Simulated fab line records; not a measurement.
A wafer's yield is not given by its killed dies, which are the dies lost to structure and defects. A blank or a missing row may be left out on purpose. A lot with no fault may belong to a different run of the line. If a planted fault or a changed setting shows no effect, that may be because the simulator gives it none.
fab line records	flow sky130
record lots=5	wafers=15	last-day=49
route steps=708 shown SD_P@324 RES_XHIGH@332 PAD_OPEN@708
lots that met no fault: taken from a fault-free run of the same line
start-h: the number of hours between the record's first day and the start of the first shown wafer of the lot	wait-h: hours from the lot's prior step to this one	" same as the row above	L1.1+2: a row that stands for several wafers	- no value present, or no start provided	* or withheld: withheld	< > ~ a bound
route shown NAME@n: names a module that has steps shown in the file, with the first one's number in the route	usual: the fault-free wafers' mean and standard deviation	same: alike in all rows	chamber/n: place in a boat	sites: per-site readings	_std_site: standard deviation across them	_edge_site: inner sites' mean taken away from outer sites' mean	radius-mm: how far each site lies from the wafer's centre	mask NAME#n: copy n	behind: the tool/chamber that last shaped the wafer	hold: why the lot went on hold/how many hours it stayed there/how the hold came to an end	device: which transistor (n, p or np) failed to switch	end of line: the route-end tests of the same wafers	step lacking rows: just its recipe	killed: at the first sort, the dies lost to defects and structure; wafer yield is something else	map: the dies of a wafer, with x for killed, . for not killed, _ for no die there
set.NAME: setting as actually run; set.NAME@STEP: the setting as run at that earlier step	model.NAME: the simulator's own value behind a step, which no gauge read
certain route steps with their lots: each step a table, each wafer a row
services: the hour from which a tool's chamber was out of use, counted from the record's first day as start-h (under 0 if before that day), plus the number of hours and why
## steps
# step SKY_SD_P_EXPOSE_04
# recipe mask-id=PSDM	na=0.6	source-shape=conventional	sigma-outer=0.6	polarization=unpolarized	target-cd-nm=380	dose-mj=138
# step SKY_SD_P_PEB_05
# recipe temp-c=withheld	time-s=*	resist=NOVOLAK
# step SKY_SD_P_DEVELOP_06
# recipe resist=NOVOLAK	developer=TMAH	develop-time-s=60	dev-temp-c=23
# step SKY_SD_P_CD_MEAS_07
# recipe target-cd-nm=380
# usual cd-nm=381.3/2.4
lot.wafer	tool	chamber	start-h	wait-h	cd-nm
L377.1	cd-sem-02	-	616.07	0.1	381.6
L377.3	"	-	"	"	376.5
L377.5	"	-	"	"	379.0
L385.1	cd-sem-01	-	695.02	0.1	382.6
L385.2	"	-	"	"	379.9
L385.5	"	-	"	"	380.2
L387.2	cd-sem-01	-	704.74	0.1	380.9
L387.4	"	-	"	"	380.3
L387.5	"	-	"	"	381.5
L389.2	cd-sem-01	-	734.41	0.1	383.7
L389.3	"	-	"	"	379.9
L389.6	"	-	"	"	380.1
L390.1	cd-sem-01	-	737.12	0.1	380.3
L390.2	"	-	"	"	385.0
L390.4	"	-	"	"	380.9
# step SKY_SD_P_OVL_MEAS_08
# usual SD_P_OVL=0.8/1.6
lot.wafer	tool	chamber	start-h	wait-h	SD_P_OVL[nm]
L377.1	overlay-01	-	616.19	0.1	0.8
L377.3	"	-	"	"	0.4
L377.5	"	-	"	"	0.5
L385.1	overlay-01	-	695.14	0.1	-1.3
L385.2	"	-	"	"	1.1
L385.5	"	-	"	"	0.5
L387.2	overlay-01	-	704.85	0.1	0.8
L387.4	"	-	"	"	-0.3
L387.5	"	-	"	"	0.1
L389.2	overlay-02	-	734.51	0.1	1.5
L389.3	"	-	"	"	2.2
L389.6	"	-	"	"	1.2
L390.1	overlay-02	-	737.24	0.1	2.6
L390.2	"	-	"	"	2.6
L390.4	"	-	"	"	3.0
# step SKY_SD_P_IMPLANT_09
# recipe species=BF2	energy-kev=20	dose-cm2=3e+15	tilt-deg=0
# step SKY_SD_P_STRIP_10
# recipe chemistry=O2/N2	power-w=1400	pressure-mtorr=1500	platen-temp-c=withheld	o2-flow-sccm=3000	n2-flow-sccm=300	overash-fraction=0.5
# usual drypump-motor-current-A=5.7/0.44	oes-product-au=0.618/0.0043	strip-time-to-endpoint-s=17.50/0.049
# same overash-fraction=0.5
lot.wafer	tool	chamber	start-h	wait-h	drypump-motor-current-A	oes-product-au	rf-hours-counter-h	strip-time-to-endpoint-s
L377.1	plasma-asher-01	1	616.38	0.1	6.2	0.620	48	17.52
L377.3	"	1	"	"	6.2	0.617	-	17.49
L377.5	"	0	"	"	5.4	0.608	-	17.51
L385.1	plasma-asher-01	1	695.33	0.1	6.2	0.617	57	17.44
L385.2	"	0	"	"	5.4	0.614	57	17.45
L385.5	"	0	"	"	5.4	0.620	-	17.46
L387.2	plasma-asher-01	1	705.03	0.1	6.2	0.626	58	17.45
L387.4	"	1	"	"	6.2	0.616	-	17.42
L387.5	"	0	"	"	5.4	0.617	-	17.45
L389.2	plasma-asher-01	1	734.69	0.1	6.2	0.620	61	17.52
L389.3	"	1	"	"	6.2	0.620	-	17.51
L389.6	"	1	"	"	6.2	0.615	-	17.55
L390.1	plasma-asher-02	1	737.43	0.1	5.2	0.623	93	17.50
L390.2	"	0	"	"	5.2	0.612	93	17.54
L390.4	"	1	"	"	5.2	0.620	-	17.50
# step SKY_SD_P_TW_MEAS_11
# usual SD_P_TW=2833/32
lot.wafer	tool	chamber	start-h	wait-h	SD_P_TW
L377.1	film-metro-01	-	616.48	0.1	2834
L377.3	"	-	"	"	2831
L377.5	"	-	"	"	2834
L385.1	film-metro-02	-	695.43	0.1	2865
L385.2	"	-	"	"	2868
L385.5	"	-	"	"	2852
L387.2	film-metro-02	-	705.14	0.1	2864
L387.4	"	-	"	"	2865
L387.5	"	-	"	"	2860
L389.2	film-metro-01	-	734.80	0.1	2816
L389.3	"	-	"	"	2821
L389.6	"	-	"	"	2822
L390.1	film-metro-01	-	737.53	0.1	2812
L390.2	"	-	"	"	2815
L390.4	"	-	"	"	2812
# step SKY_RES_XHIGH_DEHYDRATE_00
# recipe temp-c=200	time-s=60
# step SKY_RES_XHIGH_HMDS_01
# recipe prime-time-s=60	prime-temp-c=120
# step SKY_RES_XHIGH_COAT_02
# recipe resist=NOVOLAK	spin-rpm=3000	resist-thk-nm=1140
# step SKY_RES_XHIGH_SOFTBAKE_03
# recipe temp-c=90	time-s=60	resist=NOVOLAK
# step SKY_RES_XHIGH_EXPOSE_04
# recipe mask-id=URPM	na=0.6	source-shape=conventional	sigma-outer=0.6	polarization=unpolarized	target-cd-nm=1270	dose-mj=140
# usual focus-offset-nm=0.1/0.5
lot.wafer	tool	chamber	start-h	wait-h	mask	focus-offset-nm
L377.1	iline-stepper-02	0	631.11	-	NSDM#0	0.1
L377.3	"	0	"	"	NSDM#0	0.2
L377.5	"	0	"	"	NSDM#0	-0.9
L385.1	iline-stepper-02	0	710.50	-	URPM#0	0.5
L385.2	"	0	"	"	URPM#0	0.2
L385.5	"	0	"	"	URPM#0	0.8
L387.2	iline-stepper-02	0	718.81	-	URPM#0	-0.1
L387.4	"	0	"	"	URPM#0	0.3
L387.5	"	0	"	"	URPM#0	0.1
L389.2	iline-stepper-02	0	747.86	-	URPM#0	-0.7
L389.3	"	0	"	"	URPM#0	0.6
L389.6	"	0	"	"	URPM#0	0.5
L390.1	iline-stepper-01	0	750.86	-	URPM#0	0.7
L390.2	"	0	"	"	URPM#0	0.8
L390.4	"	0	"	"	URPM#0	-0.4
# step SKY_RES_XHIGH_PEB_05
# recipe temp-c=withheld	time-s=*	resist=NOVOLAK
# step SKY_RES_XHIGH_DEVELOP_06
# recipe resist=NOVOLAK	developer=TMAH	develop-time-s=62.03	dev-temp-c=23
# step SKY_RES_XHIGH_IMPLANT_07
# recipe species=BF2	energy-kev=20	dose-cm2=3.6e+14	tilt-deg=0
# step SKY_RES_XHIGH_STRIP_08
# recipe chemistry=O2/N2	power-w=1400	pressure-mtorr=1500	platen-temp-c=withheld	o2-flow-sccm=3000	n2-flow-sccm=300	overash-fraction=0.5
# usual drypump-motor-current-A=5.7/0.46	oes-product-au=0.712/0.0044	strip-time-to-endpoint-s=14.25/0.039
# same overash-fraction=0.5
lot.wafer	tool	chamber	start-h	wait-h	drypump-motor-current-A	oes-product-au	rf-hours-counter-h	strip-time-to-endpoint-s
L377.1	plasma-asher-04	1	645.19	0.1	5.6	0.720	95	14.32
L377.3	"	1	"	"	5.5	0.708	-	14.35
L377.5	"	0	"	"	6.2	0.717	-	14.31
L385.1	plasma-asher-03	1	724.14	0.1	5.9	0.709	26	14.22
L385.2	"	0	"	"	6.4	0.708	26	14.23
L385.5	"	0	"	"	6.3	0.709	-	14.23
L387.2	plasma-asher-04	0	732.64	0.1	6.3	0.716	104	14.20
L387.4	"	1	"	"	5.5	0.716	-	14.19
L387.5	"	1	"	"	5.5	0.709	-	14.20
L389.2	plasma-asher-04	1	761.49	0.1	5.6	0.717	2	14.28
L389.3	"	1	"	"	5.6	0.708	-	14.32
L389.6	"	0	"	"	6.2	0.719	-	14.30
L390.1	plasma-asher-02	1	764.17	0.1	5.2	0.714	96	14.21
L390.2	"	0	"	"	5.2	0.708	96	14.23
L390.4	"	0	"	"	5.1	0.713	-	14.21
# step SKY_RES_XHIGH_TW_MEAS_09
# usual RES_XHIGH_TW=1649/14
lot.wafer	tool	chamber	start-h	wait-h	hold	RES_XHIGH_TW
L377.1	film-metro-01	-	645.29	0.1	await-dispo/0.2h/release	30
L377.3	"	-	"	"	await-dispo/0.2h/release	30
L377.5	"	-	"	"	await-dispo/0.2h/release	30
L377.1	film-metro-01	-	645.52	0.2	-	30
L377.3	"	-	"	"	-	30
L377.5	"	-	"	"	-	30
L385.1	film-metro-02	-	724.24	0.1	-	1651
L385.2	"	-	"	"	-	1654
L385.5	"	-	"	"	-	1643
L387.2	film-metro-02	-	732.75	0.1	-	1657
L387.4	"	-	"	"	-	1644
L387.5	"	-	"	"	-	1644
L389.2	film-metro-02	-	761.60	0.1	-	1669
L389.3	"	-	"	"	-	1663
L389.6	"	-	"	"	-	1663
L390.1	film-metro-01	-	764.27	0.1	-	1650
L390.2	"	-	"	"	-	1642
L390.4	"	-	"	"	-	1642
# step SKY_PAD_OPEN_PROBE_99
# usual defect-limited-yield=82.5/2.1	killed_at_M0_to_M3=43/7.7	killed_at_M4_up=3.4/1.9	killed-at-contacts=25/5.6	killed-at-front-end=14/4.3	killed-at-other=0.2/0.5	killed-dies=86/10	killed-open=47/7.2	killed-short=39/6.7	sort_bin_3_pad_short=0.9/0.46	sort_bin_5_function=10.4/1.5	sort_bin_6_memory=6.2/1.2	sort-n-pass=406/10	sort-yield-pct=82.5/2.1
# same gross-dies=492	killed-at-back-side=0	sort_bin_4_leakage[%]=0	sort_bin_8_speed[%]=0
lot.wafer	tool	chamber	start-h	wait-h	defect-limited-yield[%]	killed_at_M0_to_M3	killed_at_M4_up	killed-at-contacts	killed-at-front-end	killed-at-other	killed-dies	killed-open	killed-short	sort_bin_3_pad_short[%]	sort_bin_5_function[%]	sort_bin_6_memory[%]	sort-n-pass	sort-yield-pct[%]
L385.1	prober-01	-	1153.21	0.1	84.6	34	6	27	9	0	76	43	33	0.8	8.7	5.9	416	84.6
L385.2	prober-01	-	1153.26	0.1	82.9	54	7	12	11	0	84	47	37	1.0	8.3	7.7	408	82.9
L385.5	prober-01	-	1153.41	0.2	85.2	37	3	22	11	0	73	40	33	0.6	10.0	4.3	419	85.2
L387.2	prober-01	-	1156.26	0.1	85.0	28	8	21	17	0	74	38	36	0.2	10.2	4.7	418	85.0
L387.4	prober-01	-	1156.36	0.2	79.9	64	7	19	9	0	99	57	42	0.2	13.6	6.3	393	79.9
L387.5	prober-01	-	1156.41	0.2	82.5	40	1	29	16	0	86	51	35	0.8	10.8	5.9	406	82.5
L389.2	prober-02	-	1174.95	0.1	78.9	59	6	24	15	0	104	49	55	0.4	12.8	7.9	388	78.9
L389.3	prober-02	-	1175.00	0.2	80.9	50	2	22	20	0	94	54	40	1.4	10.6	7.1	398	80.9
L389.6	prober-02	-	1175.15	0.2	81.9	49	0	28	11	1	89	50	39	1.2	10.2	6.7	403	81.9
# killed by level:class
L385.1 VIA1:geometric-particle:open=12 LI_CONTACT:geometric-particle:open=11 CONTACT:geometric-particle:open=6 LOCAL_INTERCONNECT:geometric-particle:short=5 VIA2:geometric-particle:open=5 METAL4:geometric-particle:short=5 CONTACT:geometric-particle:short=4 VIA1:geometric-particle:short=4
L385.2 VIA2:geometric-particle:open=12 VIA1:geometric-particle:open=9 METAL1:geometric-particle:short=8 VIA3:geometric-particle:open=8 METAL4:geometric-particle:short=5 CONTACT:geometric-particle:open=4 VIA2:geometric-particle:short=4 VIA3:geometric-particle:short=4
L385.5 VIA1:geometric-particle:open=9 CONTACT:geometric-particle:open=8 LI_CONTACT:geometric-particle:open=7 VIA1:geometric-particle:short=5 METAL2:geometric-particle:short=5 VIA2:geometric-particle:open=5 POLY_GATE:geometric-particle:short=4 METAL1:geometric-particle:short=4
L387.2 CONTACT:geometric-particle:open=9 FIELD_ISO:geometric-particle:short=8 VIA1:geometric-particle:open=7 METAL2:geometric-particle:short=5 CONTACT:geometric-particle:short=5 METAL4:geometric-particle:short=5 LI_CONTACT:geometric-particle:open=4 FIELD_ISO:geometric-particle:open=3
L387.4 VIA1:geometric-particle:open=15 VIA2:geometric-particle:open=13 CONTACT:geometric-particle:open=8 METAL1:geometric-particle:short=7 VIA1:geometric-particle:short=6 VIA3:geometric-particle:open=6 LI_CONTACT:geometric-particle:open=5 METAL2:geometric-particle:short=5
L387.5 CONTACT:geometric-particle:open=12 LI_CONTACT:geometric-particle:open=9 VIA2:geometric-particle:open=8 VIA1:geometric-particle:open=7 VIA3:geometric-particle:open=7 POLY_GATE:geometric-particle:short=5 VIA1:geometric-particle:short=5 FIELD_ISO:geometric-particle:short=4
L389.2 VIA1:geometric-particle:open=14 METAL2:geometric-particle:short=11 CONTACT:geometric-particle:open=7 METAL1:geometric-particle:short=7 CONTACT:geometric-particle:short=6 FIELD_ISO:geometric-particle:open=5 METAL4:geometric-particle:short=5 LI_CONTACT:geometric-particle:open=5
L389.3 VIA1:geometric-particle:open=15 CONTACT:geometric-particle:open=8 METAL2:geometric-particle:short=8 VIA1:geometric-particle:short=7 VIA2:geometric-particle:open=7 FIELD_ISO:geometric-particle:open=6 POLY_GATE:geometric-particle:short=6 VIA3:geometric-particle:open=6
L389.6 CONTACT:geometric-particle:open=16 VIA1:geometric-particle:open=9 VIA3:geometric-particle:open=7 CONTACT:geometric-particle:short=6 VIA2:geometric-particle:short=5 VIA2:geometric-particle:open=5 METAL3:geometric-particle:short=5 METAL2:geometric-particle:short=5
## services
tool	chamber	start-h	hours	kind
iline-stepper-01	-	600.72	1.7	pm
plasma-asher-04	-	616.64	4.3	repair
plasma-asher-02	-	635.22	11.1	pm
plasma-asher-03	-	648.99	1.8	repair
plasma-asher-02	-	653.62	4.9	repair
plasma-asher-01	-	690.61	2.8	pm
iline-stepper-02	-	695.80	12.3	repair
iline-stepper-01	-	706.02	0.8	repair
iline-stepper-01	-	722.84	4.1	repair
plasma-asher-04	-	733.75	9.0	pm
plasma-asher-04	0	733.75	9.0	vent-cycle
plasma-asher-04	1	733.75	9.0	vent-cycle
plasma-asher-04	0	742.75	-	clean
plasma-asher-04	1	742.75	-	clean
iline-stepper-01	-	746.12	3.4	repair
## key
first-sign step=SKY_RES_XHIGH_EXPOSE_04	reading=mask	direction=changed
effect step=SKY_RES_XHIGH_TW_MEAS_09	reading=visit	direction=added
effect step=SKY_RES_XHIGH_TW_MEAS_09	reading=RES_XHIGH_TW	direction=down	sigmas=99+	usual=1649	struck=30
met-at SKY_RES_XHIGH_EXPOSE_04
struck-wafers L377.1,L377.3,L377.5
scrapped-behind SKY_RES_XHIGH_TW_MEAS_09 L377.1,L377.3,L377.5
fault kind=wrong-mask	tool=any	chamber=-	onset-h=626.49	steps=SKY_RES_XHIGH_EXPOSE_04	aux-copy=NSDM#0	scope=struck-lots-only
